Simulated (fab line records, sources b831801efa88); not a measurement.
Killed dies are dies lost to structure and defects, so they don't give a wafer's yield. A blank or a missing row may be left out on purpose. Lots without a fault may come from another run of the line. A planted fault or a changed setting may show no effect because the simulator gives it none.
fab line records | flow gf180mcu
record lots=5 wafers=15 last_day=33
route steps=602 shown HV_LDD@194
lots that met no fault: from a run of the same line without faults
start_h: hours from the record's first day to the start of the lot's first wafer shown | wait_h: hours since the lot's step before | " the same as in the row above | L1.1+2: a row that stands for several wafers | - no value, or no start given | * or withheld: withheld | < > ~ a bound
route shown NAME@n: a module of which the file shows steps, and the number in the route of the first | usual: mean/standard deviation of fault-free wafers | same: alike in all rows | chamber/n: place in a boat | sites: the reading at each site | _std_site: their standard deviation | _edge_site: outer sites' mean less inner sites' | radius_mm: how far each site lies from the wafer's centre | mask NAME#n: copy n | behind: the tool/chamber that last shaped the wafer | hold: why the lot was held/for how many hours/how that ended | device: the transistor (n, p or np) that didn't switch | end of line: the same wafers' tests at the end of the route | a step without rows: its recipe alone | killed: dies lost to structure and defects at the first sort, not the wafer's yield | map: a wafer's dies, x killed, . not, _ none there
set.NAME: the setting as run; set.NAME@STEP: as run at that earlier step | model.NAME: the simulator's own value behind a step, which no gauge read
lots at some steps of the route; a table a step, a row a wafer
services: from which hour (start_h, from the record's first day; less than 0 if before it) a tool's chamber was out of use, for how many hours, and why
## steps
# step GF_HV_LDD_DEVELOP_18
# recipe develop_time_s=60 dev_temp_c=23
# usual resist_line_temp_C=23.03/0.11
# columns lot.wafer tool chamber start_h wait_h resist_line_temp_C
L078.2 litho_track-02 0 261.21 0.1 23.04
L078.3 " 0 " " 22.92
L078.4 " 0 " " 22.99
L079.1 litho_track-02 0 264.94 0.1 23.10
L079.2 " 0 " " 23.05
L079.5 " 0 " " 23.07
L082.1 litho_track-04 0 289.01 0.1 22.91
L082.5 " 0 " " 22.83
L082.6 " 0 " " 22.85
L087.2 litho_track-01 0 337.44 0.1 22.77
L087.4 " 0 " " 22.96
L087.5 " 0 " " 22.86
L092.2 litho_track-04 0 373.88 0.1 23.07
L092.4 " 0 " " 23.05
L092.5 " 0 " " 22.87
# step GF_HV_LDD_CD_MEAS_19
# recipe target_cd_nm=400
# usual cd_nm=399.1/2.2
# columns lot.wafer tool chamber start_h wait_h cd_nm
L078.2 cd_sem-02 - 261.36 0.1 403.2
L078.3 " - " " 402.4
L078.4 " - " " 403.3
L079.1 cd_sem-02 - 265.09 0.1 397.4
L079.2 " - " " 397.9
L079.5 " - " " 397.2
L082.1 cd_sem-01 - 289.16 0.1 399.0
L082.5 " - " " 400.2
L082.6 " - " " 399.5
L087.2 cd_sem-01 - 337.59 0.1 397.9
L087.4 " - " " 401.7
L087.5 " - " " 400.1
L092.2 cd_sem-02 - 374.03 0.1 399.5
L092.4 " - " " 399.5
L092.5 " - " " 398.0
# step GF_HV_LDD_OVL_MEAS_20
# usual HV_LDD_01_OVL=-0.4/1.2
# columns lot.wafer tool chamber start_h wait_h HV_LDD_01_OVL[nm]
L078.2 overlay-01 - 261.46 0.1 -2.9
L078.3 " - " " 0.0
L078.4 " - " " -2.1
L079.1 overlay-01 - 265.21 0.1 0.1
L079.2 " - " " -0.5
L079.5 " - " " 1.8
L082.1 overlay-02 - 289.28 0.1 -1.2
L082.5 " - " " -0.7
L082.6 " - " " -1.1
L087.2 overlay-02 - 337.69 0.1 -2.1
L087.4 " - " " -0.9
L087.5 " - " " -1.7
L092.2 overlay-01 - 374.14 0.1 0.6
L092.4 " - " " 0.8
L092.5 " - " " 1.9
# step GF_HV_LDD_IMPLANT_21
# recipe species=BF2 energy_kev=25 dose_cm2=5e+13 tilt_deg=7
# columns lot.wafer tool chamber start_h wait_h
L078.2+3+4 implanter-02 0 261.52 0.0
L079.1+2+5 implanter-01 0 265.24 0.0
L082.1+5+6 implanter-03 0 289.32 0.0
L087.2+4+5 implanter-02 0 337.75 0.0
L092.2+4+5 implanter-02 0 374.19 0.0
# step GF_HV_LDD_STRIP_22
# recipe chemistry=O2/N2 power_w=1400 pressure_mtorr=1500 platen_temp_c=250 o2_flow_sccm=3000 n2_flow_sccm=300 overash_fraction=0.5
# usual chamber_pressure_mTorr=1499.9/1.3 drypump_motor_current_A=5.53/0.14 heater_power_w=338/20 oes_product_au=0.716/0.0043 strip_time_to_endpoint_s=12.63/0.034
# columns lot.wafer tool chamber start_h wait_h chamber_pressure_mTorr drypump_motor_current_A heater_power_w oes_product_au rf_hours_counter_h strip_time_to_endpoint_s
L078.2 plasma_asher-02 0 261.64 0.1 1500.1 5.52 351 0.717 16 12.60
L078.3 " 0 " " 1499.8 5.52 345 0.714 - 12.59
L078.4 " 1 " " 1499.1 5.67 344 0.717 - 12.57
L079.1 plasma_asher-04 1 265.39 0.1 1500.8 5.68 315 0.710 62 12.63
L079.2 " 0 " " 1500.1 5.26 324 0.714 62 12.67
L079.5 " 0 " " 1499.4 5.26 322 0.724 - 12.59
L082.1 plasma_asher-02 0 289.47 0.1 1499.3 5.52 355 0.718 19 12.65
L082.5 " 1 " " 1499.8 5.68 338 0.723 - 12.66
L082.6 " 0 " " 1500.5 5.52 351 0.710 - 12.67
L087.2 plasma_asher-01 0 337.87 0.1 1499.8 5.53 316 0.714 69 12.55
L087.4 " 0 " " 1500.2 5.47 310 0.717 - 12.59
L087.5 " 1 " " 1499.9 5.50 369 0.711 - 12.57
L092.2 plasma_asher-01 0 374.32 0.1 1500.4 5.48 316 0.716 73 12.68
L092.4 " 1 " " 1499.6 5.52 378 0.713 - 12.66
L092.5 " 0 " " 1500.2 5.43 316 0.720 - 12.63
# step GF_HV_LDD_TW_MEAS_23
# usual HV_LDD_2_TW=1056/6.3
# columns lot.wafer tool chamber start_h wait_h HV_LDD_2_TW
L078.2 film_metro-04 - 261.75 0.1 1064
L078.3 " - " " 1060
L078.4 " - " " 1055
L079.1 film_metro-03 - 265.49 0.1 1060
L079.2 " - " " 1063
L079.5 " - " " 1058
L082.1 film_metro-03 - 289.57 0.1 1063
L082.5 " - " " 1059
L082.6 " - " " 1063
L087.2 film_metro-04 - 337.98 0.1 1061
L087.4 " - " " 1058
L087.5 " - " " 1054
L092.2 film_metro-03 - 374.43 0.1 1061
L092.4 " - " " 1058
L092.5 " - " " 1056
# step GF_HV_LDD_DEHYDRATE_24
# recipe temp_c=200 time_s=60
# usual resist_line_temp_C=22.97/0.11
# columns lot.wafer tool chamber start_h wait_h resist_line_temp_C
L078.2 litho_track-02 0 270.66 8.9 22.97
L078.3 " 0 " " 22.88
L078.4 " 0 " " 22.73
L079.1 litho_track-01 0 274.47 9.0 22.94
L079.2 " 0 " " 23.06
L079.5 " 0 " " 23.01
L082.1 litho_track-02 0 299.13 9.6 22.99
L082.5 " 0 " " 22.88
L082.6 " 0 " " 22.89
L087.2 litho_track-02 0 347.86 9.9 23.04
L087.4 " 0 " " 22.95
L087.5 " 0 " " 22.94
L092.2 litho_track-04 0 385.38 10.9 23.10
L092.4 " 0 " " 22.87
L092.5 " 0 " " 23.04
# step GF_HV_LDD_HMDS_25
# recipe prime_time_s=60 prime_temp_c=120
# usual resist_line_temp_C=22.99/0.11
# same prime_time_s=60
# columns lot.wafer tool chamber start_h wait_h resist_line_temp_C
L078.2 litho_track-02 0 270.81 0.1 22.96
L078.3 " 0 " " 23.05
L078.4 " 0 " " 22.96
L079.1 litho_track-01 0 274.62 0.1 22.93
L079.2 " 0 " " 23.01
L079.5 " 0 " " 23.04
L082.1 litho_track-02 0 299.28 0.1 22.89
L082.5 " 0 " " 22.95
L082.6 " 0 " " 22.92
L087.2 litho_track-02 0 348.01 0.1 22.82
L087.4 " 0 " " 23.08
L087.5 " 0 " " 23.06
L092.2 litho_track-04 0 385.53 0.1 23.03
L092.4 " 0 " " 22.89
L092.5 " 0 " " 22.86
# step GF_HV_LDD_COAT_26
# recipe resist=NOVOLAK spin_rpm=3000 resist_thk_nm=1000
# usual resist_line_temp_C=22.98/0.11 spin_speed_rpm=3000.0/1.9
# columns lot.wafer tool chamber start_h wait_h resist_line_temp_C spin_speed_rpm
L078.2 litho_track-02 0 270.96 0.1 22.75 2996.7
L078.3 " 0 " " 22.89 3003.2
L078.4 " 0 " " 22.89 3007.2
L079.1 litho_track-01 0 274.77 0.1 22.79 3002.3
L079.2 " 0 " " 22.87 2999.6
L079.5 " 0 " " 22.88 3001.9
L082.1 litho_track-02 0 299.43 0.1 22.87 2997.4
L082.5 " 0 " " 22.70 3000.9
L082.6 " 0 " " 22.89 2995.8
L087.2 litho_track-02 0 348.16 0.1 22.96 3001.2
L087.4 " 0 " " 22.80 3001.0
L087.5 " 0 " " 22.99 3003.2
L092.2 litho_track-04 0 385.68 0.1 23.05 3000.3
L092.4 " 0 " " 22.98 2999.5
L092.5 " 0 " " 23.04 3000.8
# step GF_HV_LDD_SOFTBAKE_27
# recipe temp_c=90 time_s=60 resist=NOVOLAK
# usual resist_line_temp_C=22.99/0.11
# columns lot.wafer tool chamber start_h wait_h resist_line_temp_C
L078.2 litho_track-02 0 271.11 0.1 22.97
L078.3 " 0 " " 22.93
L078.4 " 0 " " 22.94
L079.1 litho_track-01 0 274.92 0.1 23.01
L079.2 " 0 " " 22.96
L079.5 " 0 " " 23.04
L082.1 litho_track-02 0 299.58 0.1 23.16
L082.5 " 0 " " 22.94
L082.6 " 0 " " 23.03
L087.2 litho_track-02 0 348.31 0.1 23.03
L087.4 " 0 " " 22.92
L087.5 " 0 " " 23.08
L092.2 litho_track-04 0 385.83 0.1 22.91
L092.4 " 0 " " 22.87
L092.5 " 0 " " 22.83
# step GF_HV_LDD_EXPOSE_28
# recipe mask_id=Nplus_HV_AREA target_cd_nm=400 na=0.6 source_shape=conventional sigma_outer=0.6 dose_mj=140
# same sigma_outer=0.6
# columns lot.wafer tool chamber start_h wait_h mask
L078.2+3+4 iline_stepper-01 0 - - Nplus_HV_AREA#0
L079.1+2+5 iline_stepper-01 0 - - Nplus_HV_AREA#0
L082.1+5+6 iline_stepper-02 0 - - Nplus_HV_AREA#0
L087.2+4+5 iline_stepper-01 0 - - Nplus_HV_AREA#0
L092.2+4+5 iline_stepper-02 0 - - Nplus_HV_AREA#0
# step GF_HV_LDD_PEB_29
# recipe temp_c=withheld time_s=* resist=NOVOLAK
# usual resist_line_temp_C=*
# columns lot.wafer tool chamber start_h wait_h resist_line_temp_C
L078.2 litho_track-02 0 - - *
L078.3 " 0 " " *
L078.4 " 0 " " *
L079.1 litho_track-02 0 - - *
L079.2 " 0 " " *
L079.5 " 0 " " *
L082.1 litho_track-04 0 - - *
L082.5 " 0 " " *
L082.6 " 0 " " *
L087.2 litho_track-04 0 - - *
L087.4 " 0 " " *
L087.5 " 0 " " *
L092.2 litho_track-01 0 - - *
L092.4 " 0 " " *
L092.5 " 0 " " *
# step GF_HV_LDD_DEVELOP_30
# recipe develop_time_s=60 dev_temp_c=23
# usual resist_line_temp_C=23.01/0.1
# columns lot.wafer tool chamber start_h wait_h resist_line_temp_C
L078.2 litho_track-02 0 280.46 0.1 23.03
L078.3 " 0 " " 23.02
L078.4 " 0 " " 23.01
L079.1 litho_track-02 0 284.19 0.1 23.10
L079.2 " 0 " " 23.02
L079.5 " 0 " " 23.01
L082.1 litho_track-04 0 309.11 0.1 23.06
L082.5 " 0 " " 22.93
L082.6 " 0 " " 23.01
L087.2 litho_track-04 0 359.33 0.1 23.09
L087.4 " 0 " " 23.07
L087.5 " 0 " " 22.92
L092.2 litho_track-01 0 396.94 0.1 23.04
L092.4 " 0 " " 22.95
L092.5 " 0 " " 22.98
# step GF_HV_LDD_CD_MEAS_31
# recipe target_cd_nm=400
# usual cd_nm=400.3/1.8
# columns lot.wafer tool chamber start_h wait_h cd_nm
L078.2 cd_sem-01 - 280.61 0.1 401.7
L078.3 " - " " 402.6
L078.4 " - " " 401.9
L079.1 cd_sem-01 - 284.34 0.1 399.0
L079.2 " - " " 397.7
L079.5 " - " " 399.2
L082.1 cd_sem-02 - 309.26 0.1 400.9
L082.5 " - " " 398.5
L082.6 " - " " 401.7
L087.2 cd_sem-01 - 359.48 0.1 400.7
L087.4 " - " " 400.7
L087.5 " - " " 400.5
L092.2 cd_sem-01 - 397.09 0.1 404.9
L092.4 " - " " 404.5
L092.5 " - " " 403.8
# step GF_HV_LDD_OVL_MEAS_32
# usual HV_LDD_02_OVL=-1.2/1.4
# columns lot.wafer tool chamber start_h wait_h HV_LDD_02_OVL[nm]
L078.2 overlay-01 - 280.71 0.1 -2.3
L078.3 " - " " -4.4
L078.4 " - " " -4.1
L079.1 overlay-02 - 284.46 0.1 -2.8
L079.2 " - " " -1.4
L079.5 " - " " -1.0
L082.1 overlay-01 - 309.38 0.1 1.3
L082.5 " - " " -0.4
L082.6 " - " " 1.3
L087.2 overlay-01 - 359.59 0.1 -2.2
L087.4 " - " " -2.0
L087.5 " - " " -0.3
L092.2 overlay-02 - 397.19 0.1 -1.0
L092.4 " - " " -1.7
L092.5 " - " " -1.0
# step GF_HV_LDD_IMPLANT_33
# recipe species=P energy_kev=60 dose_cm2=7.5e+12 tilt_deg=30 rotation_deg=0
# columns lot.wafer tool chamber start_h wait_h
L078.2+3+4 implanter-01 0 280.77 0.0
L079.1+2+5 implanter-01 0 284.49 0.0
L082.1+5+6 implanter-01 0 309.42 0.0
L087.2+4+5 implanter-03 0 359.64 0.0
L092.2+4+5 implanter-03 0 397.25 0.0
# step GF_HV_LDD_IMPLANT_34
# recipe species=P energy_kev=60 dose_cm2=7.329e+12 tilt_deg=30 rotation_deg=90
# columns lot.wafer tool chamber start_h wait_h
L078.2+3+4 implanter-01 0 280.92 0.1
L079.1+2+5 implanter-01 0 284.64 0.1
L082.1+5+6 implanter-01 0 309.57 0.1
L087.2+4+5 implanter-03 0 359.79 0.1
L092.2+4+5 implanter-03 0 397.40 0.1
# step GF_HV_LDD_IMPLANT_35
# recipe species=P energy_kev=60 dose_cm2=7.5e+12 tilt_deg=30 rotation_deg=180
# columns lot.wafer tool chamber start_h wait_h
L078.2+3+4 implanter-01 0 281.07 0.1
L079.1+2+5 implanter-01 0 284.79 0.1
L082.1+5+6 implanter-01 0 309.72 0.1
L087.2+4+5 implanter-03 0 359.94 0.1
L092.2+4+5 implanter-03 0 397.55 0.1
# step GF_HV_LDD_IMPLANT_36
# recipe species=P energy_kev=60 dose_cm2=7.5e+12 tilt_deg=30 rotation_deg=270
# columns lot.wafer tool chamber start_h wait_h
L078.2+3+4 implanter-01 0 281.22 0.1
L079.1+2+5 implanter-01 0 284.94 0.1
L082.1+5+6 implanter-01 0 309.87 0.1
L087.2+4+5 implanter-03 0 360.09 0.1
L092.2+4+5 implanter-03 0 397.70 0.1
# step GF_HV_LDD_STRIP_37
# recipe chemistry=O2/N2 power_w=1400 pressure_mtorr=1500 platen_temp_c=250 o2_flow_sccm=3000 n2_flow_sccm=300 overash_fraction=0.5
# usual chamber_pressure_mTorr=1500.1/1.3 drypump_motor_current_A=5.51/0.14 heater_power_w=338/22 oes_product_au=0.716/0.0048 strip_time_to_endpoint_s=12.62/0.032
# columns lot.wafer tool chamber start_h wait_h chamber_pressure_mTorr drypump_motor_current_A heater_power_w oes_product_au rf_hours_counter_h strip_time_to_endpoint_s
L078.2 plasma_asher-01 0 281.34 0.1 1498.9 5.43 312 0.712 63 12.63
L078.3 " 1 " " 1502.9 5.49 372 0.708 - 12.64
L078.4 " 0 " " 1500.9 5.45 316 0.714 - 12.61
L079.1 plasma_asher-01 0 285.09 0.1 1499.6 5.41 317 0.710 63 12.61
L079.2 " 1 " " 1499.5 5.54 375 0.708 63 12.64
L079.5 " 0 " " 1501.4 5.46 309 0.720 - 12.63
L082.1 plasma_asher-01 0 310.02 0.1 1500.3 5.44 306 0.724 66 12.61
L082.5 " 1 " " 1498.9 5.53 377 0.718 - 12.65
L082.6 " 0 " " 1499.1 5.41 324 0.709 - 12.68
L087.2 plasma_asher-01 0 360.22 0.1 1498.8 5.43 314 0.721 71 12.61
L087.4 " 0 " " 1500.2 5.48 313 0.712 - 12.62
L087.5 " 1 " " 1500.2 5.53 372 0.716 - 12.63
L092.2 plasma_asher-01 0 397.82 0.1 1500.7 5.44 318 0.715 76 12.60
L092.4 " 1 " " 1502.0 5.52 385 0.719 - 12.59
L092.5 " 0 " " 1498.5 5.45 317 0.705 - 12.61
# step GF_HV_LDD_TW_MEAS_38
# usual HV_LDD_3_TW=1432/8.9
# columns lot.wafer tool chamber start_h wait_h HV_LDD_3_TW
L078.2 film_metro-04 - 281.45 0.1 1433
L078.3 " - " " 1429
L078.4 " - " " 1441
L079.1 film_metro-02 - 285.19 0.1 1423
L079.2 " - " " 1425
L079.5 " - " " 1420
L082.1 film_metro-04 - 310.12 0.1 1432
L082.5 " - " " 1431
L082.6 " - " " 1428
L087.2 film_metro-04 - 360.33 0.1 1443
L087.4 " - " " 1443
L087.5 " - " " 1439
L092.2 film_metro-03 - 397.93 0.1 1440
L092.4 " - " " 1432
L092.5 " - " " 1437
# step GF_HV_LDD_DEHYDRATE_39
# recipe temp_c=200 time_s=60
# usual resist_line_temp_C=23.00/0.11
# columns lot.wafer tool chamber start_h wait_h resist_line_temp_C
L078.2 litho_track-04 0 290.54 9.1 22.97
L078.3 " 0 " " 22.78
L078.4 " 0 " " 22.85
L079.1 litho_track-04 0 293.86 8.7 22.90
L079.2 " 0 " " 23.05
L079.5 " 0 " " 22.90
L082.1 litho_track-02 0 320.33 10.2 23.09
L082.5 " 0 " " 23.15
L082.6 " 0 " " 23.07
L087.2 litho_track-02 0 370.91 10.6 22.71
L087.4 " 0 " " 22.81
L087.5 " 0 " " 22.77
L092.2 litho_track-02 0 409.31 11.4 22.85
L092.4 " 0 " " 22.87
L092.5 " 0 " " 22.88
# step GF_HV_LDD_HMDS_40
# recipe prime_time_s=60 prime_temp_c=120
# usual resist_line_temp_C=23.02/0.1
# same prime_time_s=60
# columns lot.wafer tool chamber start_h wait_h resist_line_temp_C
L078.2 litho_track-04 0 290.69 0.1 23.03
L078.3 " 0 " " 23.10
L078.4 " 0 " " 23.12
L079.1 litho_track-04 0 294.01 0.1 22.89
L079.2 " 0 " " 22.97
L079.5 " 0 " " 23.06
L082.1 litho_track-02 0 320.48 0.1 22.91
L082.5 " 0 " " 22.99
L082.6 " 0 " " 22.90
L087.2 litho_track-02 0 371.06 0.1 23.08
L087.4 " 0 " " 23.13
L087.5 " 0 " " 23.19
L092.2 litho_track-02 0 409.46 0.1 22.98
L092.4 " 0 " " 23.11
L092.5 " 0 " " 22.99
# step GF_HV_LDD_COAT_41
# recipe resist=NOVOLAK spin_rpm=3000 resist_thk_nm=1000
# usual resist_line_temp_C=23.00/0.11 spin_speed_rpm=3000.2/1.9
# columns lot.wafer tool chamber start_h wait_h resist_line_temp_C spin_speed_rpm
L078.2 litho_track-04 0 290.84 0.1 23.07 2999.7
L078.3 " 0 " " 22.92 3001.7
L078.4 " 0 " " 23.19 3002.4
L079.1 litho_track-04 0 294.16 0.1 22.98 2997.7
L079.2 " 0 " " 23.09 2999.0
L079.5 " 0 " " 22.90 2998.9
L082.1 litho_track-02 0 320.63 0.1 23.01 3005.3
L082.5 " 0 " " 23.05 2999.9
L082.6 " 0 " " 22.84 2998.9
L087.2 litho_track-02 0 371.21 0.1 22.91 3000.2
L087.4 " 0 " " 22.83 2996.9
L087.5 " 0 " " 22.78 2995.6
L092.2 litho_track-02 0 409.61 0.1 23.03 2999.5
L092.4 " 0 " " 23.09 3000.3
L092.5 " 0 " " 22.96 3001.2
# step GF_HV_LDD_SOFTBAKE_42
# recipe temp_c=90 time_s=60 resist=NOVOLAK
# usual resist_line_temp_C=23.01/0.099
# columns lot.wafer tool chamber start_h wait_h resist_line_temp_C
L078.2 litho_track-04 0 290.99 0.1 22.87
L078.3 " 0 " " 22.99
L078.4 " 0 " " 23.03
L079.1 litho_track-04 0 294.31 0.1 22.82
L079.2 " 0 " " 22.85
L079.5 " 0 " " 22.94
L082.1 litho_track-02 0 320.78 0.1 22.93
L082.5 " 0 " " 23.04
L082.6 " 0 " " 22.95
L087.2 litho_track-02 0 371.36 0.1 23.10
L087.4 " 0 " " 23.07
L087.5 " 0 " " 22.95
L092.2 litho_track-02 0 409.76 0.1 22.90
L092.4 " 0 " " 23.23
L092.5 " 0 " " 23.08
# step GF_HV_LDD_EXPOSE_43
# recipe mask_id=Pplus_HV_AREA target_cd_nm=400 na=0.6 source_shape=conventional sigma_outer=0.6 dose_mj=140
# same sigma_outer=0.6
# columns lot.wafer tool chamber start_h wait_h mask
L078.2+3+4 iline_stepper-02 0 - - Pplus_HV_AREA#0
L079.1+2+5 iline_stepper-01 0 - - Pplus_HV_AREA#0
L082.1+5+6 iline_stepper-02 0 - - Pplus_HV_AREA#0
L087.2+4+5 iline_stepper-01 0 - - Pplus_HV_AREA#0
L092.2+4+5 iline_stepper-01 0 - - Pplus_HV_AREA#0
# step GF_HV_LDD_PEB_44
# recipe temp_c=withheld time_s=* resist=NOVOLAK
# usual resist_line_temp_C=*
# columns lot.wafer tool chamber start_h wait_h resist_line_temp_C
L078.2 litho_track-02 0 - - *
L078.3 " 0 " " *
L078.4 " 0 " " *
L079.1 litho_track-01 0 - - *
L079.2 " 0 " " *
L079.5 " 0 " " *
L082.1 litho_track-02 0 - - *
L082.5 " 0 " " *
L082.6 " 0 " " *
L087.2 litho_track-02 0 - - *
L087.4 " 0 " " *
L087.5 " 0 " " *
L092.2 litho_track-04 0 - - *
L092.4 " 0 " " *
L092.5 " 0 " " *
# step GF_HV_LDD_DEVELOP_45
# recipe develop_time_s=60 dev_temp_c=23
# usual resist_line_temp_C=23.01/0.1
# columns lot.wafer tool chamber start_h wait_h resist_line_temp_C
L078.2 litho_track-02 0 300.91 0.1 22.99
L078.3 " 0 " " 23.05
L078.4 " 0 " " 22.95
L079.1 litho_track-01 0 304.27 0.1 22.90
L079.2 " 0 " " 23.11
L079.5 " 0 " " 22.84
L082.1 litho_track-02 0 330.43 0.1 22.83
L082.5 " 0 " " 22.97
L082.6 " 0 " " 23.09
L087.2 litho_track-02 0 382.26 0.1 23.07
L087.4 " 0 " " 22.95
L087.5 " 0 " " 22.93
L092.2 litho_track-04 0 421.43 0.1 22.98
L092.4 " 0 " " 22.98
L092.5 " 0 " " 22.85
# step GF_HV_LDD_CD_MEAS_46
# recipe target_cd_nm=400
# usual cd_nm=399.4/2
# columns lot.wafer tool chamber start_h wait_h cd_nm
L078.2 cd_sem-02 - 301.05 0.1 399.6
L078.3 " - " " 399.2
L078.4 " - " " 398.1
L079.1 cd_sem-01 - 304.42 0.1 405.6
L079.2 " - " " 404.7
L079.5 " - " " 401.5
L082.1 cd_sem-02 - 330.58 0.1 397.1
L082.5 " - " " 397.5
L082.6 " - " " 397.4
L087.2 cd_sem-02 - 382.40 0.1 394.3
L087.4 " - " " 396.4
L087.5 " - " " 396.5
L092.2 cd_sem-02 - 421.58 0.1 398.9
L092.4 " - " " 396.4
L092.5 " - " " 396.1
# step GF_HV_LDD_OVL_MEAS_47
# usual HV_LDD_03_OVL=-1.0/1.2
# columns lot.wafer tool chamber start_h wait_h HV_LDD_03_OVL[nm]
L078.2 overlay-02 - 301.16 0.1 -2.1
L078.3 " - " " -2.7
L078.4 " - " " -3.3
L079.1 overlay-02 - 304.54 0.1 -0.4
L079.2 " - " " -0.6
L079.5 " - " " -0.4
L082.1 overlay-02 - 330.70 0.1 -3.0
L082.5 " - " " -1.8
L082.6 " - " " -2.4
L087.2 overlay-01 - 382.51 0.1 -1.4
L087.4 " - " " -2.6
L087.5 " - " " -3.5
L092.2 overlay-02 - 421.69 0.1 -0.2
L092.4 " - " " -1.2
L092.5 " - " " -0.7
# step GF_HV_LDD_IMPLANT_48
# recipe species=B energy_kev=25 dose_cm2=3e+13 tilt_deg=7
# columns lot.wafer tool chamber start_h wait_h
L078.2+3+4 implanter-03 0 301.22 0.0
L079.1+2+5 implanter-03 0 304.57 0.0
L082.1+5+6 implanter-01 0 330.74 0.0
L087.2+4+5 implanter-03 0 382.56 0.0
L092.2+4+5 implanter-02 0 421.74 0.0
# step GF_HV_LDD_STRIP_49
# recipe chemistry=O2/N2 power_w=1400 pressure_mtorr=1500 platen_temp_c=250 o2_flow_sccm=3000 n2_flow_sccm=300 overash_fraction=0.5
# usual chamber_pressure_mTorr=1499.8/1.2 drypump_motor_current_A=5.51/0.15 heater_power_w=337/21 oes_product_au=0.716/0.0054 strip_time_to_endpoint_s=12.62/0.045
# columns lot.wafer tool chamber start_h wait_h chamber_pressure_mTorr drypump_motor_current_A heater_power_w oes_product_au rf_hours_counter_h strip_time_to_endpoint_s
L078.2 plasma_asher-02 0 301.34 0.1 1500.0 5.52 357 0.713 20 12.59
L078.3 " 1 " " 1499.3 5.67 330 0.713 - 12.59
L078.4 " 0 " " 1499.5 5.54 356 0.723 - 12.63
L079.1 plasma_asher-01 1 304.72 0.1 1498.2 5.51 382 0.718 65 12.59
L079.2 " 0 " " 1499.2 5.47 308 0.719 65 12.63
L079.5 " 1 " " 1499.9 5.50 369 0.715 - 12.63
L082.1 plasma_asher-02 1 330.89 0.1 1498.9 5.67 337 0.725 23 12.67
L082.5 " 1 " " 1498.8 5.67 332 0.712 - 12.59
L082.6 " 0 " " 1499.4 5.51 353 0.712 - 12.64
L087.2 plasma_asher-04 0 382.69 0.1 1501.4 5.26 330 0.714 74 12.62
L087.4 " 1 " " 1497.4 5.71 318 0.717 - 12.65
L087.5 " 0 " " 1502.5 5.26 333 0.714 - 12.64
L092.2 plasma_asher-04 0 421.87 0.1 1499.7 5.26 329 0.713 78 12.62
L092.4 " 0 " " 1499.1 5.25 328 0.712 - 12.62
L092.5 " 0 " " 1499.1 5.25 324 0.714 - 12.63
# step GF_HV_LDD_TW_MEAS_50
# usual HV_LDD_4_TW=569/3.2
# columns lot.wafer tool chamber start_h wait_h HV_LDD_4_TW
L078.2 film_metro-03 - 301.45 0.1 568
L078.3 " - " " 570
L078.4 " - " " 572
L079.1 film_metro-02 - 304.82 0.1 563
L079.2 " - " " 568
L079.5 " - " " 564
L082.1 film_metro-03 - 331.01 0.1 573
L082.5 " - " " 574
L082.6 " - " " 569
L087.2 film_metro-03 - 382.80 0.1 572
L087.4 " - " " 570
L087.5 " - " " 571
L092.2 film_metro-02 - 421.98 0.1 563
L092.4 " - " " 565
L092.5 " - " " 567
# step GF_HV_LDD_CLEAN_51
# recipe chemistry=SC1/SC2 mix=1:4:20 temp_c=70 time_s=150 dry=n2_spin
# columns lot.wafer tool chamber start_h wait_h
L078.2+3+4 wet_bench-01 3 301.50 0.0
L079.1+2+5 wet_bench-01 1 304.88 0.1
L082.1+5+6 wet_bench-01 3 331.07 0.1
L087.2+4+5 wet_bench-01 2 382.85 0.0
L092.2+4+5 wet_bench-01 3 422.03 0.0
# step GF_HV_LDD_RTA_52
# recipe temp_c=1000 time_s=10 ambient=N2
# usual lamp_power_pct=35/5.8 wafer_temp_C_max=1005.4/1.4
# columns lot.wafer tool chamber start_h wait_h lamp_power_pct wafer_temp_C_max
L078.2 rtp_anneal-02 0 301.56 0.0 39 1002.9
L078.3 " 0 " " 39 1003.6
L078.4 " 0 " " 39 1004.3
L079.1 rtp_anneal-02 0 304.93 0.0 39 1004.4
L079.2 " 0 " " 39 1004.1
L079.5 " 0 " " 39 1006.5
L082.1 rtp_anneal-01 0 331.12 0.0 27 1006.4
L082.5 " 0 " " 27 1006.2
L082.6 " 0 " " 27 1006.7
L087.2 rtp_anneal-02 0 382.91 0.0 39 1005.1
L087.4 " 0 " " 39 1003.9
L087.5 " 0 " " 39 1005.9
L092.2 rtp_anneal-02 0 422.09 0.0 39 1006.3
L092.4 " 0 " " 39 1004.4
L092.5 " 0 " " 39 1004.9
# step GF_HV_LDD_RS_MEAS_53
# recipe thk_meas_gauge=four-point-probe
# usual HV_LDD_RS=418.4/0.87
# columns lot.wafer tool chamber start_h wait_h HV_LDD_RS[ohm/sq]
L078.2 film_metro-04 - 301.64 0.1 417.6
L078.3 " - " " 418.9
L078.4 " - " " 418.2
L079.1 film_metro-03 - 305.00 0.1 417.7
L079.2 " - " " 418.2
L079.5 " - " " 418.3
L082.1 film_metro-03 - 331.19 0.1 419.4
L082.5 " - " " 418.9
L082.6 " - " " 418.5
L087.2 film_metro-04 - 382.99 0.1 419.0
L087.4 " - " " 418.4
L087.5 " - " " 418.1
L092.2 film_metro-02 - 422.16 0.1 418.6
L092.4 " - " " 418.4
L092.5 " - " " 418.6
# step GF_HV_LDD_CVD_54
# recipe material=SiO2 target_thk_nm=10 precursor=TEOS temp_c=680 time_s=75 pressure_mtorr=400
# usual zone_power_upper_pct=10.2/0.52
# columns lot.wafer tool chamber start_h wait_h zone_power_upper_pct
L078.2 lpcvd-02 1 302.53 0.9 9.8
L078.3 " 1 " " 9.9
L078.4 " 1 " " 9.9
L079.1 lpcvd-01 1 305.12 0.1 10.6
L079.2 " 1 " " 10.5
L079.5 " 1 " " 10.6
L082.1 lpcvd-02 0 331.31 0.1 9.5
L082.5 " 0 " " 9.4
L082.6 " 0 " " 9.6
L087.2 lpcvd-01 0 383.58 0.6 10.7
L087.4 " 0 " " 10.7
L087.5 " 0 " " 10.7
L092.2 lpcvd-02 0 422.26 0.1 9.5
L092.4 " 0 " " 9.3
L092.5 " 0 " " 9.4
## services
# columns tool chamber start_h hours kind
rtp_anneal-02 - 237.29 3.8 pm
iline_stepper-01 - 243.61 1.7 pm
plasma_asher-01 - 275.85 1.6 repair
implanter-02 - 285.48 1.2 repair
iline_stepper-01 - 286.14 5.7 repair
implanter-02 - 298.81 0.6 repair
implanter-01 - 301.13 2.6 repair
implanter-03 - 309.31 2.2 repair
plasma_asher-02 - 313.43 2.4 repair
iline_stepper-01 - 322.41 2.1 pm
implanter-02 - 324.07 12.5 repair
iline_stepper-01 - 324.50 - consumable_replace:lamp
implanter-02 - 353.08 2.9 repair
iline_stepper-02 - 370.59 3.4 repair
plasma_asher-04 - 383.14 1.4 repair
plasma_asher-04 - 413.67 1.2 repair
plasma_asher-01 - 421.25 9.0 pm
plasma_asher-01 0 421.25 9.0 vent_cycle
plasma_asher-01 1 421.25 9.0 vent_cycle
## key
fault none
